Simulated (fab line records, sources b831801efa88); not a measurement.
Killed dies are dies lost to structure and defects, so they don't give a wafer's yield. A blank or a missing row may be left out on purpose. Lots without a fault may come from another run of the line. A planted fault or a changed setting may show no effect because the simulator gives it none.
Chamber matching | flow gf180mcu | GF_V1_CMP_26 on cmp-02: 4 sister chambers
The step polishes, stops on SiO2, t overpolish 15 s, target thk 0 nm. 4 wafers are shown with their chamber, then 7 later ones without.

WAFERS WITH THEIR CHAMBER
wafer  | chamber | motor_current_A (A)
L865.6 | 3       | 11.9
L867.5 | 1       | 11.9
L868.3 | 2       | 9.7
L868.5 | 0       | 7.7

WAFERS WITHOUT THEIR CHAMBER
wafer  | motor_current_A (A)
L868.6 | 10.8
L870.3 | 11.4
L870.5 | 12.4
L870.6 | 8.0
L871.1 | 11.6
L871.3 | 9.7
L871.4 | 7.6

WHICH CHAMBER EACH WENT THROUGH
wafer  | from the rows above          | in truth
L868.6 | can't be placed: 1 or 3 or 2 | 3
L870.3 | can't be placed: 1 or 3      | 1
L870.5 | can't be placed: 1 or 3      | 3
L870.6 | 0                            | 0
L871.1 | can't be placed: 1 or 3      | 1
L871.3 | 2                            | 2
L871.4 | 0                            | 0
Placed correctly: 3 of 7. Can't be placed from these rows: 4 (the true chamber is among the candidates in 4). Placed wrongly: 0.
How it was worked out, from the rows above alone: a wafer's distance from a chamber is the root of the sum, over the readings, of the square of ((its reading less the chamber's mean) divided by the reading's scatter). The wafer belongs to the nearest chamber; if the next one is less than 2 further off, it can't be placed. A chamber's mean is the mean of its shown wafers. The scatter: with one shown wafer a chamber, the root of the mean of the squares of how far each hidden wafer lies from its nearest shown one.
